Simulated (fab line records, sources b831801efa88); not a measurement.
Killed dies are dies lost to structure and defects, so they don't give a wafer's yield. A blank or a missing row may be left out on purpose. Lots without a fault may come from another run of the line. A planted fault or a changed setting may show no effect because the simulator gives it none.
Chamber matching | flow gf180mcu | GF_V5_ETCH_16 on rie_diel-03: 4 sister chambers
The step etches BARC in N2/H2. 16 wafers are shown with their chamber, then 8 later ones without.

WAFERS WITH THEIR CHAMBER
wafer  | chamber | throttle_valve_pct (%) | chamber_pressure_mTorr (mTorr) | oes_product_au (a.u.)
L301.3 | 0       | 13.068                 | 30.588                         | 0.860
L301.4 | 1       | 13.071                 | 30.598                         | 0.859
L301.5 | 1       | 13.080                 | 30.569                         | 0.851
L302.2 | 2       | 13.063                 | 30.606                         | 0.856
L302.5 | 0       | 13.069                 | 30.594                         | 0.856
L302.6 | 3       | 13.052                 | 30.627                         | 0.850
L314.3 | 2       | 13.069                 | 30.568                         | 0.854
L314.5 | 3       | 13.073                 | 30.627                         | 0.856
L314.6 | 0       | 13.071                 | 30.583                         | 0.852
L315.2 | 3       | 13.062                 | 30.613                         | 0.859
L315.4 | 2       | 13.070                 | 30.662                         | 0.858
L315.6 | 1       | 13.068                 | 30.612                         | 0.846
L317.3 | 0       | 13.086                 | 30.563                         | 0.857
L317.4 | 1       | 13.071                 | 30.626                         | 0.860
L317.5 | 1       | 13.074                 | 30.592                         | 0.855
L318.2 | 3       | 13.062                 | 30.593                         | 0.849

SIGNATURES (means of the wafers above)
reading                | chamber 0 | chamber 1 | chamber 2 | chamber 3 | scatter within a chamber
throttle_valve_pct     | 13.07350  | 13.07280  | 13.06733  | 13.06225  | 0.00674
chamber_pressure_mTorr | 30.58200  | 30.59940  | 30.61200  | 30.61500  | 0.0252
oes_product_au         | 0.85625   | 0.85420   | 0.85600   | 0.85350   | 0.00451
Rule: a wafer's distance from a chamber is the root of the sum, over the readings, of the square of ((its reading less the chamber's mean) divided by the reading's scatter). The wafer belongs to the nearest chamber; if the next one is less than 2 further off, it can't be placed. The scatter: the root of (the sum of the squares of (reading less its chamber's mean) over the shown wafers, divided by (wafers less chambers)).

WAFERS WITHOUT THEIR CHAMBER
wafer  | throttle_valve_pct (%) | chamber_pressure_mTorr (mTorr) | oes_product_au (a.u.)
L318.3 | 13.087                 | 30.641                         | 0.859
L318.5 | 13.067                 | 30.631                         | 0.860
L320.2 | 13.086                 | 30.611                         | 0.852
L320.3 | 13.084                 | 30.549                         | 0.862
L320.4 | 13.085                 | 30.596                         | 0.858
L324.2 | 13.078                 | 30.640                         | 0.859
L324.3 | 13.083                 | 30.613                         | 0.857
L324.4 | 13.065                 | 30.544                         | 0.857

WHICH CHAMBER EACH WENT THROUGH
wafer  | from the rows above               | in truth
L318.3 | can't be placed: 1 or 0 or 2 or 3 | 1
L318.5 | can't be placed: 2 or 3 or 1 or 0 | 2
L320.2 | can't be placed: 1 or 0 or 2 or 3 | 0
L320.3 | can't be placed: 0 or 1 or 2      | 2
L320.4 | can't be placed: 0 or 1 or 2 or 3 | 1
L324.2 | can't be placed: 2 or 1 or 0 or 3 | 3
L324.3 | can't be placed: 1 or 0 or 2 or 3 | 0
L324.4 | can't be placed: 0 or 1 or 2 or 3 | 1
Placed correctly: 0 of 8. Can't be placed from these rows: 8 (the true chamber is among the candidates in 8). Placed wrongly: 0.
